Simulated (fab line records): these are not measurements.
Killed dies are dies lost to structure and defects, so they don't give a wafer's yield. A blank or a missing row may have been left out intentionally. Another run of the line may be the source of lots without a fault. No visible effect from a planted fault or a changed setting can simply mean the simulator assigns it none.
fab line records	flow sky130
[record] lots = 6	wafers = 18	lastDay = 50
route steps=708 shown LOCAL_INTERCONNECT@389 PAD_OPEN@708
lots with no fault: from the same line, run without faults
startH: the number of hours between the record's first day and the start of the first shown wafer of the lot	waitH: how many hours have passed since the lot's step before this one	" the same as in the row above	L1.1+2: several wafers, shown together as one row	- no value present, or no start provided	* or withheld: withheld	< > ~ a bound
route shown NAME@n: names a module that has steps shown in the file, with the first one's number in the route	usual: mean and standard deviation over wafers with no fault	same: alike in all rows	chamber/n: place in a boat	sites: each site's reading	_std_site: the standard deviation of these	_edge_site: mean of outer sites minus mean of inner sites	radiusMm: for every site, how far away it sits from the centre of the wafer	mask NAME#n: copy n	behind: tool/chamber where the wafer was last shaped	hold: why the lot went on hold/how many hours it stayed there/how the hold came to an end	device: names the non-switching transistor (n, p or np)	end of line: tests of these same wafers at the route's end	for a step that has no rows: nothing shown but its recipe	killed: at the first sort, the dies lost to defects and structure; wafer yield is something else	map: the dies of a wafer, with x for killed, . for not killed, _ for no die there
set.NAME: the setting the step ran with; set.NAME@STEP: the setting that earlier step ran with	model.NAME: the simulator's own value behind a step, which no gauge read
a table for each step, a row for each wafer; lots at some steps of the route
services: the hour from which a tool's chamber was out of use, counted from the record's first day as startH (under 0 if before that day), plus the number of hours and why
[[steps]]
[step SKY_LOCAL_INTERCONNECT_THK_MEAS_02]
[recipe] thkMeasGauge = xrf	reads = TiN_of_LOCAL_INTERCONNECT_SPUTTER_00
[usual] LOCAL_INTERCONNECT_TIN_THK = 99.0/0.98
lot.wafer	tool	chamber	startH	waitH	LOCAL_INTERCONNECT_TIN_THK[nm]
L378.1	filmMetro-01	-	717.78	0.1	98.8
L378.3	"	-	"	"	99.1
L378.4	"	-	"	"	99.0
L384.2	filmMetro-01	-	759.99	0.1	96.7
L384.3	"	-	"	"	98.3
L384.4	"	-	"	"	98.3
L388.1	filmMetro-03	-	787.21	0.1	100.5
L388.3	"	-	"	"	99.8
L388.6	"	-	"	"	100.2
L389.1	filmMetro-01	-	796.37	0.1	99.2
L389.2	"	-	"	"	99.0
L389.6	"	-	"	"	98.7
L392.1	filmMetro-03	-	817.63	0.1	99.1
L392.3	"	-	"	"	98.9
L392.5	"	-	"	"	100.1
L398.2	filmMetro-03	-	871.24	0.1	100.7
L398.3	"	-	"	"	101.1
L398.5	"	-	"	"	99.8
[step SKY_LOCAL_INTERCONNECT_DEHYDRATE_03]
[recipe] tempC = 200	timeS = 60
[step SKY_LOCAL_INTERCONNECT_HMDS_04]
[recipe] primeTimeS = 60	primeTempC = 120
[step SKY_LOCAL_INTERCONNECT_COAT_05]
[recipe] resist = BARC	tempC = withheld	timeS = withheld	spinRpm = 3000	resistThkNm = 60
[step SKY_LOCAL_INTERCONNECT_COAT_06]
[recipe] resist = KrF-thick	spinRpm = 3000	resistThkNm = 450
[step SKY_LOCAL_INTERCONNECT_SOFTBAKE_07]
[recipe] tempC = 100	timeS = 90	resist = KrF-thick
[step SKY_LOCAL_INTERCONNECT_EXPOSE_08]
[recipe] maskId = LI1M	na = 0.8	sourceShape = annular	sigmaInner = 0.55	sigmaOuter = 0.85	targetCdNm = 170	doseMj = 28
[step SKY_LOCAL_INTERCONNECT_PEB_09]
[recipe] pebTempC = withheld	pebTimeS = withheld	resist = KrF-thick
[step SKY_LOCAL_INTERCONNECT_DEVELOP_10]
[recipe] developTimeS = 60	resist = KrF-thick	devTempC = 21
[step SKY_LOCAL_INTERCONNECT_CD_MEAS_11]
[recipe] targetCdNm = 170
[usual] cdNm = 170.2/1.5
lot.wafer	tool	chamber	startH	waitH	cdNm
L378.1	cdSem-01	-	744.81	-	168.0
L378.3	"	-	"	"	168.8
L378.4	"	-	"	"	168.5
L384.2	cdSem-01	-	785.63	-	170.3
L384.3	"	-	"	"	170.8
L384.4	"	-	"	"	170.4
L388.1	cdSem-02	-	814.06	-	169.5
L388.3	"	-	"	"	169.0
L388.6	"	-	"	"	168.2
L389.1	cdSem-01	-	823.56	-	172.1
L389.2	"	-	"	"	172.1
L389.6	"	-	"	"	172.3
L392.1	cdSem-02	-	844.25	-	171.0
L392.3	"	-	"	"	170.3
L392.5	"	-	"	"	169.7
L398.2	cdSem-01	-	896.78	-	169.2
L398.3	"	-	"	"	168.0
L398.5	"	-	"	"	169.9
[step SKY_LOCAL_INTERCONNECT_OVL_MEAS_12]
[usual] LOCAL_INTERCONNECT_OVL = 3/5.7
lot.wafer	tool	chamber	startH	waitH	LOCAL_INTERCONNECT_OVL[nm]
L378.1	overlay-02	-	744.93	0.1	-1
L378.3	"	-	"	"	-1
L378.4	"	-	"	"	6
L384.2	overlay-01	-	785.74	0.1	-5
L384.3	"	-	"	"	-4
L384.4	"	-	"	"	-4
L388.1	overlay-02	-	814.18	0.1	1
L388.3	"	-	"	"	-4
L388.6	"	-	"	"	-1
L389.1	overlay-02	-	823.68	0.1	11
L389.2	"	-	"	"	13
L389.6	"	-	"	"	14
L392.1	overlay-01	-	844.37	0.1	5
L392.3	"	-	"	"	6
L392.5	"	-	"	"	12
L398.2	overlay-01	-	896.88	0.1	2
L398.3	"	-	"	"	3
L398.5	"	-	"	"	-4
[step SKY_LOCAL_INTERCONNECT_ETCH_13]
[recipe] chemistry = N2/H2	target = BARC	ionEnergyEv = 200	biasW = 100	pressureMtorr = 30	n2FlowSccm = 100	h2FlowSccm = 200	icpW = 500	stopOn = SiO2	timeS = 45.9	targetDepthA = 600
[usual] biasW = 100.0/0.32	chamberPressureMTorr = 30.000/0.029	drypumpMotorCurrentA = 5.72/0.23	oesProductAu = 0.854/0.0047	throttleValvePct = 13.224/0.0093
lot.wafer	tool	chamber	startH	waitH	biasW	chamberPressureMTorr	drypumpMotorCurrentA	oesProductAu	rfHoursCounterH	throttleValvePct
L378.1	rieMetal-03	1	744.97	0.0	100.2	30.001	5.67	0.866	1	13.229
L378.3	"	0	"	"	99.6	29.999	5.95	0.860	-	13.219
L378.4	"	1	"	"	100.4	30.004	5.68	0.859	-	13.205
L384.2	rieMetal-04	1	785.79	0.0	99.3	29.983	5.93	0.874	-	13.222
L384.3	"	1	"	"	99.7	30.006	5.97	0.856	-	13.222
L384.4	"	1	"	"	99.9	29.989	5.96	0.854	-	13.211
L388.1	rieMetal-03	0	814.21	0.0	99.9	30.007	5.94	0.846	9	13.224
L388.3	"	1	"	"	100.2	29.976	5.68	0.857	-	13.220
L388.6	"	1	"	"	100.4	29.999	5.66	0.853	-	13.235
L389.1	rieMetal-04	1	823.71	0.0	100.4	29.964	5.96	0.856	3	13.216
L389.2	"	0	"	"	100.1	30.017	5.42	0.854	1	13.220
L389.6	"	1	"	"	100.0	29.981	5.96	0.852	-	13.209
L392.1	rieMetal-03	1	844.41	0.0	100.0	29.932	5.70	0.859	6	13.226
L392.3	"	1	"	"	99.8	29.995	5.70	0.848	-	13.205
L392.5	"	0	"	"	100.1	29.989	5.95	0.854	-	13.221
L398.2	rieMetal-01	1	896.91	0.0	99.5	30.009	5.88	0.849	10	13.229
L398.3	"	0	"	"	100.4	30.014	5.41	0.847	-	13.242
L398.5	"	1	"	"	99.5	30.036	5.88	0.853	-	13.231
[step SKY_LOCAL_INTERCONNECT_METAL_ETCH_14]
[recipe] targetDepthNm = 110	stopOn = PSG	chemistry = Cl2/BCl3	target = TiN	resistSidewallDeg = 88	pressureMtorr = 10	icpW = 900	biasW = 48.5	Cl2_flow_sccm = 60	bcl3FlowSccm = 30	timeS = 31.4
[usual] bcl3FlowSccm = 30.00/0.092	biasW = 48.50/0.12	drypumpMotorCurrentA = 5.71/0.23	oesProductAu = 0.940/0.0072	throttleValvePct = 21.902/0.01
lot.wafer	tool	chamber	startH	waitH	bcl3FlowSccm	biasW	drypumpMotorCurrentA	oesProductAu	rfHoursCounterH	throttleValvePct	model.KrF-thick_of_LOCAL_INTERCONNECT_COAT_06.thkNm
L378.1	rieMetal-03	1	745.03	0.0	30.07	48.62	5.66	0.943	1	21.911	351.2
L378.3	"	0	"	"	29.98	48.41	5.93	0.942	-	21.902	352.4
L378.4	"	1	"	"	30.02	48.62	5.67	0.944	-	21.895	351.7
L384.2	rieMetal-04	1	785.91	0.1	30.15	48.57	5.92	0.933	-	21.924	348.7
L384.3	"	1	"	"	30.12	48.44	5.94	0.931	-	21.908	348.5
L384.4	"	1	"	"	30.07	48.41	5.94	0.937	-	21.904	347.6
L388.1	rieMetal-03	0	814.28	0.0	-	-	-	-	-	-	393.1
L388.3	"	1	"	"	-	-	-	-	-	-	390.5
L388.6	"	1	"	"	-	-	-	-	-	-	393.1
L389.1	rieMetal-04	1	823.78	0.0	-	-	-	-	-	-	395.8
L389.2	"	0	"	"	-	-	-	-	-	-	393.4
L389.6	"	1	"	"	-	-	-	-	-	-	392.6
L392.1	rieMetal-03	1	844.47	0.0	30.01	48.29	5.67	0.934	6	21.889	350.4
L392.3	"	1	"	"	30.07	48.45	5.66	0.930	-	21.887	352.9
L392.5	"	0	"	"	29.96	48.53	5.96	0.940	-	21.906	352.7
L398.2	rieMetal-01	1	896.98	0.0	30.04	48.56	5.86	0.937	10	21.896	348.2
L398.3	"	0	"	"	29.91	48.59	5.37	0.949	-	21.883	345.9
L398.5	"	1	"	"	29.97	48.52	5.87	0.941	-	21.902	348.1
[step SKY_LOCAL_INTERCONNECT_STRIP_15]
[recipe] chemistry = O2/N2	powerW = 1400	pressureMtorr = 1500	platenTempC = withheld	o2FlowSccm = 3000	n2FlowSccm = 300	overashFraction = 0.5
[usual] drypumpMotorCurrentA = 5.5/0.38	oesProductAu = 0.426/0.0044	stripTimeToEndpointS = 4.724/0.019
[same] overashFraction = 0.5
lot.wafer	tool	chamber	startH	waitH	drypumpMotorCurrentA	oesProductAu	rfHoursCounterH	stripTimeToEndpointS
L378.1	plasmaAsher-02	1	745.08	0.0	5.0	0.421	0	4.742
L378.3	"	0	"	"	5.9	0.429	-	4.770
L378.4	"	1	"	"	5.0	0.426	-	4.759
L384.2	plasmaAsher-03	0	786.00	0.1	4.9	0.430	36	4.722
L384.3	"	1	"	"	5.7	0.433	-	4.724
L384.4	"	0	"	"	4.9	0.426	-	4.709
L388.1	plasmaAsher-02	1	814.33	0.0	5.0	0.447	8	5.208
L388.3	"	0	"	"	5.9	0.447	-	5.175
L388.6	"	1	"	"	5.0	0.446	-	5.208
L389.1	plasmaAsher-01	1	823.83	0.0	5.6	0.436	71	5.225
L389.2	"	0	"	"	5.7	0.441	71	5.221
L389.6	"	0	"	"	5.7	0.442	-	5.198
L392.1	plasmaAsher-03	0	844.52	0.0	4.9	0.426	40	4.749
L392.3	"	1	"	"	5.7	0.425	-	4.768
L392.5	"	1	"	"	5.7	0.427	-	4.771
L398.2	plasmaAsher-02	0	897.03	0.0	5.9	0.424	16	4.725
L398.3	"	1	"	"	5.0	0.426	-	4.704
L398.5	"	1	"	"	5.0	0.427	-	4.709
[step SKY_LOCAL_INTERCONNECT_STRIP_16]
[recipe] chemistry = postEtchResidueRemover	timeS = 1200	tempC = 72.5
[step SKY_PAD_OPEN_PROBE_99]
[usual] killed_at_M0_to_M3 = 43/7.2	killed_at_M4_up = 3.0/2	killedAtContacts = 24/5.5	killedAtFrontEnd = 15/4.2	killedAtOther = 0.3/0.51	killedDies = 85/10	killedOnRim = 17/4	killedOpen = 46/7.3	killedShort = 38/6.4
[same] grossDies = 492	killedAtBackSide = 0
lot.wafer	tool	chamber	startH	waitH	hold	killed_at_M0_to_M3	killed_at_M4_up	killedAtContacts	killedAtFrontEnd	killedAtOther	killedDies	killedOnRim	killedOpen	killedShort
L378.1	prober-01	-	1104.60	0.1	-	33	1	25	17	0	76	13	45	31
L378.3	prober-01	-	1104.70	0.2	-	49	0	28	21	0	98	21	49	49
L378.4	prober-01	-	1104.75	0.2	-	36	5	24	8	0	73	19	43	30
L384.2	prober-01	-	1139.27	0.1	-	44	1	20	20	0	85	12	48	37
L384.3	prober-01	-	1139.32	0.2	-	50	3	27	20	1	101	21	61	40
L384.4	prober-01	-	1139.37	0.2	-	52	1	24	18	1	96	21	58	38
L388.1	prober-02	-	1156.55	0.1	awaitDispo/3.3h/scrap	42	3	431	15	1	492	96	49	48
L388.3	prober-02	-	1156.65	0.2	awaitDispo/3.3h/scrap	36	3	439	14	0	492	96	48	32
L388.6	prober-02	-	1156.80	0.2	awaitDispo/3.3h/scrap	50	0	424	18	0	492	96	49	42
L389.1	prober-01	-	1162.95	0.1	awaitDispo/1.0h/scrap	37	4	435	16	0	492	96	47	25
L389.2	prober-01	-	1163.00	0.1	awaitDispo/1.0h/scrap	50	2	421	19	0	492	96	51	44
L389.6	prober-01	-	1163.20	0.2	awaitDispo/1.0h/scrap	45	1	436	9	1	492	96	39	39
L392.1	prober-02	-	1178.93	0.1	-	43	1	12	19	1	76	13	42	34
L392.3	prober-02	-	1179.03	0.2	-	35	5	26	11	0	77	20	42	35
L392.5	prober-02	-	1179.13	0.2	-	51	4	22	8	0	85	14	49	36
L398.2	prober-01	-	1211.03	0.1	-	42	3	25	14	1	85	14	46	39
L398.3	prober-01	-	1211.08	0.2	-	51	14	14	14	0	93	19	47	46
L398.5	prober-01	-	1211.18	0.2	-	54	3	16	21	0	94	12	48	46
// killed by level:class
L378.1 CONTACT:geometricParticle:open=11 LI_CONTACT:geometricParticle:open=7 VIA1:geometricParticle:open=6 VIA2:geometricParticle:open=5 METAL3:geometricParticle:short=5 POLY_GATE:geometricParticle:open=4 POLY_GATE:geometricParticle:short=4 VIA2:geometricParticle:short=4
L378.3 LI_CONTACT:geometricParticle:open=11 METAL1:geometricParticle:short=9 VIA3:geometricParticle:open=9 CONTACT:geometricParticle:open=8 VIA1:geometricParticle:short=7 POLY_GATE:geometricParticle:short=5 SPACER:geometricParticle:open=5 CONTACT:geometricParticle:short=4
L378.4 CONTACT:geometricParticle:open=10 VIA1:geometricParticle:open=9 LI_CONTACT:geometricParticle:open=7 VIA3:geometricParticle:open=7 VIA1:geometricParticle:short=5 POLY_GATE:geometricParticle:short=4 METAL2:geometricParticle:short=4 LOCAL_INTERCONNECT:geometricParticle:short=3
L384.2 VIA1:geometricParticle:open=12 LI_CONTACT:geometricParticle:open=9 METAL1:geometricParticle:short=9 VIA2:geometricParticle:open=7 FIELD_ISO:geometricParticle:short=6 CONTACT:geometricParticle:open=6 FIELD_ISO:geometricParticle:open=4 POLY_GATE:geometricParticle:short=4
L384.3 VIA1:geometricParticle:open=13 CONTACT:geometricParticle:open=11 LI_CONTACT:geometricParticle:open=8 VIA2:geometricParticle:open=7 FIELD_ISO:geometricParticle:open=6 METAL1:geometricParticle:short=6 VIA3:geometricParticle:short=6 LOCAL_INTERCONNECT:geometricParticle:short=5
L384.4 VIA1:geometricParticle:open=19 LI_CONTACT:geometricParticle:open=9 CONTACT:geometricParticle:open=6 VIA1:geometricParticle:short=6 FIELD_ISO:geometricParticle:short=5 VIA2:geometricParticle:open=5 VIA2:geometricParticle:short=4 VIA3:geometricParticle:open=4
L388.1 LOCAL_INTERCONNECT:areaEtch=395 CONTACT:geometricParticle:open=12 CONTACT:geometricParticle:short=10 LI_CONTACT:geometricParticle:open=9 VIA3:geometricParticle:open=8 METAL1:geometricParticle:short=7 VIA1:geometricParticle:open=7 METAL2:geometricParticle:short=6
L388.3 LOCAL_INTERCONNECT:areaEtch=412 VIA1:geometricParticle:open=14 CONTACT:geometricParticle:open=11 LI_CONTACT:geometricParticle:open=6 FIELD_ISO:geometricParticle:open=5 METAL2:geometricParticle:short=5 POLY_GATE:geometricParticle:short=5 CONTACT:geometricParticle:short=5
L388.6 LOCAL_INTERCONNECT:areaEtch=401 CONTACT:geometricParticle:open=10 VIA1:geometricParticle:open=9 FIELD_ISO:geometricParticle:open=8 VIA2:geometricParticle:open=8 VIA1:geometricParticle:short=7 METAL3:geometricParticle:short=5 METAL1:geometricParticle:short=5
L389.1 LOCAL_INTERCONNECT:areaEtch=420 VIA1:geometricParticle:open=8 VIA2:geometricParticle:open=8 CONTACT:geometricParticle:open=7 LI_CONTACT:geometricParticle:open=6 METAL1:geometricParticle:short=6 VIA3:geometricParticle:open=6 POLY_GATE:geometricParticle:open=5
L389.2 LOCAL_INTERCONNECT:areaEtch=397 VIA1:geometricParticle:open=14 CONTACT:geometricParticle:open=8 VIA3:geometricParticle:open=8 METAL2:geometricParticle:short=7 CONTACT:geometricParticle:short=6 POLY_GATE:geometricParticle:open=5 VIA3:geometricParticle:short=5
L389.6 LOCAL_INTERCONNECT:areaEtch=414 VIA3:geometricParticle:open=9 CONTACT:geometricParticle:open=8 VIA1:geometricParticle:open=7 LOCAL_INTERCONNECT:geometricParticle:short=6 LI_CONTACT:geometricParticle:open=5 METAL1:geometricParticle:short=5 METAL2:geometricParticle:short=5
L392.1 METAL2:geometricParticle:short=8 VIA3:geometricParticle:open=8 VIA1:geometricParticle:open=8 VIA2:geometricParticle:open=7 LI_CONTACT:geometricParticle:open=6 FIELD_ISO:geometricParticle:open=5 POLY_GATE:geometricParticle:short=5 VIA1:geometricParticle:short=4
L392.3 CONTACT:geometricParticle:short=9 VIA1:geometricParticle:open=8 LI_CONTACT:geometricParticle:open=7 CONTACT:geometricParticle:open=7 METAL2:geometricParticle:short=6 VIA2:geometricParticle:open=6 VIA3:geometricParticle:open=5 VIA1:geometricParticle:short=4
L392.5 VIA1:geometricParticle:open=17 CONTACT:geometricParticle:open=10 METAL1:geometricParticle:short=8 VIA3:geometricParticle:open=5 FIELD_ISO:geometricParticle:open=4 LI_CONTACT:geometricParticle:open=4 CONTACT:geometricParticle:short=4 VIA1:geometricParticle:short=4
L398.2 CONTACT:geometricParticle:open=14 VIA1:geometricParticle:open=12 POLY_GATE:geometricParticle:short=8 VIA2:geometricParticle:open=5 VIA1:geometricParticle:short=5 VIA3:geometricParticle:open=5 METAL2:geometricParticle:short=4 LOCAL_INTERCONNECT:geometricParticle:short=4
L398.3 VIA1:geometricParticle:open=12 METAL4:geometricParticle:short=10 VIA3:geometricParticle:open=7 CONTACT:geometricParticle:open=7 VIA2:geometricParticle:open=6 VIA1:geometricParticle:short=5 POLY_GATE:geometricParticle:short=5 VIA2:geometricParticle:short=5
L398.5 VIA1:geometricParticle:open=12 METAL1:geometricParticle:short=9 CONTACT:geometricParticle:open=8 VIA2:geometricParticle:open=8 FIELD_ISO:geometricParticle:open=6 POLY_GATE:geometricParticle:short=5 VIA1:geometricParticle:short=5 FIELD_ISO:geometricParticle:short=4
// map L388.1 (x killed, . not)
__________xxxxxxxxxx_________
________xxxxxxxxxxxxxx_______
______xxxxxxxxxxxxxxxxxx_____
_____xxxxxxxxxxxxxxxxxxxx____
____xxxxxxxxxxxxxxxxxxxxxx___
___xxxxxxxxxxxxxxxxxxxxxxxx__
__xxxxxxxxxxxxxxxxxxxxxxxxxx_
_xxxxxxxxxxxxxxxxxxxxxxxxxxxx
_xxxxxxxxxxxxxxxxxxxxxxxxxxxx
_xxxxxxxxxxxxxxxxxxxxxxxxxxxx
_xxxxxxxxxxxxxxxxxxxxxxxxxxxx
_xxxxxxxxxxxxxxxxxxxxxxxxxxxx
_xxxxxxxxxxxxxxxxxxxxxxxxxxxx
_xxxxxxxxxxxxxxxxxxxxxxxxxxxx
_xxxxxxxxxxxxxxxxxxxxxxxxxxxx
__xxxxxxxxxxxxxxxxxxxxxxxxxx_
___xxxxxxxxxxxxxxxxxxxxxxxx__
____xxxxxxxxxxxxxxxxxxxxxx___
_____xxxxxxxxxxxxxxxxxxxx____
______xxxxxxxxxxxxxxxxxx_____
________xxxxxxxxxxxxxx_______
__________xxxxxxxxxx_________
// map L389.1 (x killed, . not)
__________xxxxxxxxxx_________
________xxxxxxxxxxxxxx_______
______xxxxxxxxxxxxxxxxxx_____
_____xxxxxxxxxxxxxxxxxxxx____
____xxxxxxxxxxxxxxxxxxxxxx___
___xxxxxxxxxxxxxxxxxxxxxxxx__
__xxxxxxxxxxxxxxxxxxxxxxxxxx_
_xxxxxxxxxxxxxxxxxxxxxxxxxxxx
_xxxxxxxxxxxxxxxxxxxxxxxxxxxx
_xxxxxxxxxxxxxxxxxxxxxxxxxxxx
_xxxxxxxxxxxxxxxxxxxxxxxxxxxx
_xxxxxxxxxxxxxxxxxxxxxxxxxxxx
_xxxxxxxxxxxxxxxxxxxxxxxxxxxx
_xxxxxxxxxxxxxxxxxxxxxxxxxxxx
_xxxxxxxxxxxxxxxxxxxxxxxxxxxx
__xxxxxxxxxxxxxxxxxxxxxxxxxx_
___xxxxxxxxxxxxxxxxxxxxxxxx__
____xxxxxxxxxxxxxxxxxxxxxx___
_____xxxxxxxxxxxxxxxxxxxx____
______xxxxxxxxxxxxxxxxxx_____
________xxxxxxxxxxxxxx_______
__________xxxxxxxxxx_________
[[services]]
tool	chamber	startH	hours	kind
plasmaAsher-02	-	733.75	9.0	pm
plasmaAsher-02	0	733.75	9.0	ventCycle
plasmaAsher-02	1	733.75	9.0	ventCycle
plasmaAsher-02	0	742.75	-	clean
plasmaAsher-02	1	742.75	-	clean
rieMetal-04	0	758.98	-	clean
rieMetal-04	0	758.98	27.2	scheduledDown
rieMetal-04	0	758.98	27.2	ventCycle
plasmaAsher-01	-	768.38	1.5	repair
rieMetal-03	0	784.67	26.2	repair
plasmaAsher-03	-	790.00	10.7	repair
plasmaAsher-03	-	800.42	5.0	repair
rieMetal-01	1	807.95	3.0	repair
plasmaAsher-02	-	843.14	2.1	repair
plasmaAsher-03	-	850.70	15.1	repair
plasmaAsher-01	-	859.13	0.9	repair
plasmaAsher-01	-	864.60	0.7	repair
plasmaAsher-02	-	881.66	1.8	repair
plasmaAsher-03	-	895.81	5.2	repair
[[key]]
[firstSign] step = SKY_LOCAL_INTERCONNECT_METAL_ETCH_14	reading = toolRecord	direction = missing
[effect] step = SKY_LOCAL_INTERCONNECT_STRIP_15	reading = stripTimeToEndpointS	direction = up	sigmas = 25	usual = *	struck = *
[effect] step = SKY_PAD_OPEN_PROBE_99	reading = killedAtContacts	direction = up	sigmas = 75	usual = 24	struck = 431
[modelEffect] step = SKY_LOCAL_INTERCONNECT_METAL_ETCH_14	value = KrF-thick_of_LOCAL_INTERCONNECT_COAT_06.thkNm	without = 348.9	struck = 393.1
[moreKillsBornAt] SKY_LOCAL_INTERCONNECT_METAL_ETCH_14@rieMetal-04 = 1231	SKY_LOCAL_INTERCONNECT_METAL_ETCH_14@rieMetal-03 = 1208
metAt SKY_LOCAL_INTERCONNECT_METAL_ETCH_14
struckWafers L388.1,L388.3,L388.6,L389.1,L389.2,L389.6
laterRowsLeftOut L388.1,L388.3,L388.6,L389.1,L389.2,L389.6
testerLeftOut L388,L389
onsetBetween 785.91 814.28
[fault] kind = skippedStepWhole	tool = rieMetal-03,rieMetal-04	chamber = -	onsetH = 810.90	steps = SKY_LOCAL_INTERCONNECT_METAL_ETCH_14	scope = struckLotsOnly
// testerLeftOut: of these lots the tester's yield and bins aren't shown, on N5 and GAA mostly nor the transistor test; their killed dies are dies lost to structure and defects alone, not to doping, threshold or leakage, so they don't give the yield
// laterRowsLeftOut: the simulator's readings of these wafers behind a module that went badly wrong aren't trusted and aren't shown, but for the sort
